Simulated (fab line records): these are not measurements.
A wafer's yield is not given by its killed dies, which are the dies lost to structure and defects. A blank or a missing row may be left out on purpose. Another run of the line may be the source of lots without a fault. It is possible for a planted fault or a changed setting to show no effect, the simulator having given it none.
Problem report, 8D (eight disciplines) form, completed by code :: flow gf180mcu :: the parts of the form that need people (team, actions taken, sign-off) are left out

1. WHAT IS WRONG
Wafers without a fault read 399.5 nm, standard deviation 1.8; cd_nm at GF_HV_LDD_CD_MEAS_07 reads a mean of 374.6 nm on 6 wafers belonging to 2 lots. That puts it -14 standard deviations away from the usual mean.
The step: target cd 400 nm.
Seen first at day 14 00:34 on cd_sem-02, wafer L477.1. At this step, 42 wafers from 14 lots have a number in the record. The rule behind "out" and "out of limits": a value lying over 4 standard deviations away from the usual mean. All remaining wafers that have a number are taken as sound.

2. WHAT IT IS AND WHAT IT IS NOT
question: which readings at this step
is: cd_nm
is not: -

question: which lots
is: L477, L478
is not: L464, L465, L466, L468, L469, L470, L479, L480, L482, L483, L486, L487

question: which wafers of those lots
is: all that have a number
is not: -

question: read on which gauges
is: cd_sem-01, cd_sem-02
is not: -

question: when
is: from day 14 00:34
is not: up to then (18 sound wafers); but 18 sound wafers of L479, L480, L482, L483, L486, L487 came after

3. WHAT RULES OUT EACH SUSPECT
Counting: a tool at a process step up to the reading stays a suspect if it ran every lot that is out and no sound lot after the first of them.
- the gauge at GF_HV_LDD_CD_MEAS_07 has been ruled out. 2 gauges (cd_sem-01, cd_sem-02) read the wafers that are out.
- litho_track-03 at GF_HV_LDD_DEVELOP_06 (develop time 60 s): kept. It processed each lot that is out, first L477 at day 14 00:25, and no sound lot thereafter; up to then, the last sound lot it processed was L468 at day 11 03:31.
The count leaves litho_track-03 at GF_HV_LDD_DEVELOP_06.

4. THE CAUSE (what the simulator had put in)
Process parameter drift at GF_HV_LDD_DEVELOP_06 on litho_track-03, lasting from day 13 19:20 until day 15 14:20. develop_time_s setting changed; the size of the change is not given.
Only this tool survived the counting.

5. THE EFFECT CHAIN, in route order
Rows list readings where the struck wafers' mean (over those with a number) sits beyond 3 standard deviations from the usual. Scope: only readings with a usual standard deviation given in the record; hours: median across lots of the time from each lot's start at the first step in this table that gives one to its start at this step; sigmas: change in usual standard deviations.
hours: 0
step: GF_HV_LDD_CD_MEAS_07
reading: cd_nm
usual: 399.5 nm
on struck wafers: 374.6
change: -24.9
sigmas: -14
Later measuring or inspecting steps at which every struck wafer that the step has a row for has a number for every such reading, and none has moved that far: GF_M1_OVL_MEAS_15, GF_V1_BOW_MEAS_05.

6. WHAT WOULD HAVE CAUGHT IT SOONER
5 hours passed between the start of the fault at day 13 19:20 and the first reading out of limits at a measuring or inspecting step in this record, taken at day 14 00:34.
L478, from the lots that are out (2), started GF_HV_LDD_DEVELOP_06 on litho_track-03 later than day 14 00:34. It would have been spared by a hold on the tool at that moment.
